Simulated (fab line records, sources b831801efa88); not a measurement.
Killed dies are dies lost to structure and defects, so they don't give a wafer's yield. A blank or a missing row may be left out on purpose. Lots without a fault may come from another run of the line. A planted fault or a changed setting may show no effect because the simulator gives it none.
Chamber matching | flow sky130 | SKY_VIA1_CMP_02 on cmp-01: 4 sister chambers
The step polishes SiO2. 14 wafers are shown with their chamber, then 7 later ones without.

WAFERS WITH THEIR CHAMBER
wafer  | chamber | motor_current_A (A) | platen_rpm (rpm)
L169.1 | 2       | 11.3                | 59.96
L169.5 | 0       | 14.0                | 59.97
L169.6 | 3       | 10.9                | 60.01
L168.2 | 1       | 13.7                | 60.07
L168.3 | 3       | 12.3                | 59.98
L168.4 | 2       | 11.2                | 60.00
L172.1 | 3       | 11.3                | 59.94
L172.2 | 0       | 14.3                | 60.01
L172.3 | 2       | 10.8                | 60.02
L179.2 | 0       | 13.8                | 60.05
L179.4 | 2       | 10.8                | 59.98
L179.6 | 0       | 13.8                | 60.02
L185.1 | 3       | 11.7                | 60.09
L185.2 | 2       | 11.2                | 59.96

SIGNATURES (means of the wafers above)
reading         | chamber 0 | chamber 1 | chamber 2 | chamber 3 | scatter within a chamber
motor_current_A | 13.975    | 13.700    | 11.060    | 11.550    | 0.383
platen_rpm      | 60.0125   | 60.0700   | 59.9840   | 60.0050   | 0.0425
Rule: a wafer's distance from a chamber is the root of the sum, over the readings, of the square of ((its reading less the chamber's mean) divided by the reading's scatter). The wafer belongs to the nearest chamber; if the next one is less than 2 further off, it can't be placed. The scatter: the root of (the sum of the squares of (reading less its chamber's mean) over the shown wafers, divided by (wafers less chambers)).

WAFERS WITHOUT THEIR CHAMBER
wafer  | motor_current_A (A) | platen_rpm (rpm)
L185.3 | 13.6                | 60.05
L189.2 | 13.3                | 60.02
L189.4 | 11.8                | 60.00
L189.6 | 11.1                | 60.02
L191.1 | 14.1                | 60.03
L191.2 | 14.5                | 59.98
L191.4 | 11.7                | 60.01

WHICH CHAMBER EACH WENT THROUGH
wafer  | from the rows above     | in truth
L185.3 | can't be placed: 1 or 0 | 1
L189.2 | can't be placed: 1 or 0 | 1
L189.4 | can't be placed: 3 or 2 | 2
L189.6 | can't be placed: 2 or 3 | 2
L191.1 | can't be placed: 0 or 1 | 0
L191.2 | can't be placed: 0 or 1 | 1
L191.4 | can't be placed: 3 or 2 | 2
Placed correctly: 0 of 7. Can't be placed from these rows: 7 (the true chamber is among the candidates in 7). Placed wrongly: 0.
